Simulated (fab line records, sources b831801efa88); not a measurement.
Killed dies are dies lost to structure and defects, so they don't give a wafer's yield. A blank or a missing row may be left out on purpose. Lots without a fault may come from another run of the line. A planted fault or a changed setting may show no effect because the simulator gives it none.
Which tool did it? | flow sky130 | 6 lots, 18 wafers sampled, at 2 steps of a route of 708

WHAT THE GAUGES READ, wafer by wafer
SKY_LI_CONTACT_OVL_MEAS_13.
lot  | measured     | on         | LI_CONTACT_OVL (nm)
L261 | day 30 05:12 | overlay-02 | 1 2 2
L265 | day 32 07:32 | overlay-02 | 7 -2 -2
L266 | day 32 09:29 | overlay-02 | 2 4 -11
L269 | day 32 11:38 | overlay-02 | 3 -1 3
L272 | day 32 21:02 | overlay-02 | 5 4 6
L280 | day 35 17:41 | overlay-01 | 2 -2 -7

WHICH TOOL RAN EACH LOT (tool, then ch and the chambers of the sampled wafers, then the start)
lot  | SKY_GATE_OXIDE_EXPOSE_07
L261 | iline_stepper-02 ch 0, day 14 06:34
L265 | iline_stepper-01 ch 0, day 16 05:04
L266 | iline_stepper-01 ch 0, day 16 06:53
L269 | iline_stepper-02 ch 0, day 16 09:40
L272 | iline_stepper-01 ch 0, day 16 23:01
L280 | iline_stepper-02 ch 0, day 20 04:56
- SKY_GATE_OXIDE_EXPOSE_07: exposes mask LVOM, target cd 600 nm.

THE ANSWER, worked out from the rows above alone
Rule: what is usual is taken from the lots themselves. Put in order of their means at a reading, lots are off if they are a third of the lots or fewer, leave a main group of 4 or more, and stand apart from it by a gap of 3 or more times the standard deviation of the main group's means; of several such gaps the widest counts. A main group whose means are all the same, to the digits that the tables above print for the reading, isn't used. A lot without any number at a reading at which 4 lots or more have one is off too. The other lots that the step has rows for count as sound.
No lot is off at any reading shown: from this, nothing can be told.

WHAT THE SIMULATOR HAD PUT IN
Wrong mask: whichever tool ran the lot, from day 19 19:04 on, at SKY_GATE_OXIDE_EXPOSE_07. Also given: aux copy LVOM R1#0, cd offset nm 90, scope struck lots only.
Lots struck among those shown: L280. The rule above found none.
